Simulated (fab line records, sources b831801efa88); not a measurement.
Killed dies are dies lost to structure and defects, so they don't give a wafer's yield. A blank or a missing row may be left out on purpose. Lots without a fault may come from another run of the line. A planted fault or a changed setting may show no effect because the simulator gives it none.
A struck lot beside a sound one | flow sky130 | 17 steps out of a route of 708
Sound: wafers L992.2, L992.3, L992.6. Struck: wafer L997.1. (L997.4 of the same lot was not struck and is left out.) The cause comes at the end.
At each step with rows: each side's tool, then ch and its chambers, then its first start. Under that, the readings that differ: sound wafers | struck wafers | difference of the means | sigmas: that difference in standard deviations of wafers without a fault.
alike: readings whose means differ by less than 2 such deviations, and words and numbers that are the same on both sides. not compared: withheld readings, readings that some wafer has no value for, bounds like >300 that may hide the same value, and numbers for which the record gives no deviation and whose values overlap.
The two part at a step that has a row with sigmas, a row that says differs or no value, or rows on one side only. Numbers that don't overlap but have no deviation are shown without sigmas and don't part them. A reading that every wafer of one side lacks parts them only if that side has two wafers or more.

SKY_METAL5_STRIP_16: strips in O2/N2.
  sound on plasma_asher-01 ch 0,1, day 43 08:23; struck on plasma_asher-04 ch 1, day 45 05:53
  reading                     | sound       | struck | difference | sigmas
  drypump_motor_current_A (A) | 6.5 6.5 6.6 | 5.2    | -1.3       | -3
  alike: oes_product_au, strip_time_to_endpoint_s
  not compared: rf_hours_counter_h
then, 3 steps without rows for these wafers: SKY_METAL5_STRIP_17 (strips in post etch residue remover, time 1200 s); SKY_METAL5_CLEAN_18 (cleans in IPA, time 180 s); SKY_METAL5_CLEAN_19 (cleans in O3/DIW).
SKY_PASSIVATION_CVD_00: deposits SiO2, target thk 90 nm.
  sound on pecvd-03 ch 0,1,2, day 43 08:59; struck on pecvd-03 ch 1, day 45 06:29
  alike: heater_power_w
SKY_PASSIVATION_THK_MEAS_01:
  sound on film_metro-02, day 43 09:01; struck on film_metro-04, day 45 06:31
  alike: PASSIVATION_CVD_00_THK
SKY_PASSIVATION_CVD_02: deposits Si3N4, target thk 540 nm.
  sound on pecvd-04 ch 0, day 43 09:04; struck on pecvd-01 ch 0, day 45 06:35
  alike: heater_power_w
SKY_PASSIVATION_THK_MEAS_03:
  sound on film_metro-01, day 43 09:25; struck on film_metro-01, day 45 06:49
  alike: PASSIVATION_CVD_02_THK
then, 4 steps without rows for these wafers: SKY_PASSIVATION_DEHYDRATE_04 (time 60 s); SKY_PASSIVATION_HMDS_05 (prime time 60 s); SKY_PASSIVATION_COAT_06 (resist thk 3000 nm); SKY_PASSIVATION_SOFTBAKE_07.
SKY_PASSIVATION_EXPOSE_08: exposes mask NSM, target cd 3000 nm.
  sound on iline_stepper-01 ch 0, day 43 21:13; struck on iline_stepper-01 ch 0, day 45 17:33
  alike: mask, stage_vel_mm_s
then, 2 steps without rows for these wafers: SKY_PASSIVATION_PEB_09; SKY_PASSIVATION_DEVELOP_10 (develop time 60 s).
SKY_PASSIVATION_ETCH_11: etches the open film in CF4/O2, stops on AlCu, target depth 725 nm, time 161.1 s.
  sound on rie_diel-03 ch 1,2,3, day 44 08:02; struck on rie_diel-03 ch 1, day 46 02:41
  reading                      | sound             | struck | difference | sigmas
  oes_product_au (a.u.)        | 0.975 0.983 0.984 | 0.966  | -0.015     | -2
  model.PASSIVATION.cd_nm (nm) | 3006 3006 3000    | 3088   | +84        |
  alike: drypump_motor_current_A, throttle_valve_pct
  not compared: rf_hours_counter_h
SKY_PASSIVATION_STRIP_12: strips in O2/N2.
  sound on plasma_asher-03 ch 0,1, day 44 08:08; struck on plasma_asher-03 ch 1, day 46 02:47
  reading                      | sound             | struck | difference | sigmas
  strip_time_to_endpoint_s (s) | 31.33 31.37 31.38 | 31.63  | +0.27      | +2
  alike: drypump_motor_current_A, oes_product_au
  not compared: rf_hours_counter_h

WHERE THEY PART
First at SKY_METAL5_STRIP_16; last, within this record, at SKY_PASSIVATION_STRIP_12.

WHY: what the simulator had put in
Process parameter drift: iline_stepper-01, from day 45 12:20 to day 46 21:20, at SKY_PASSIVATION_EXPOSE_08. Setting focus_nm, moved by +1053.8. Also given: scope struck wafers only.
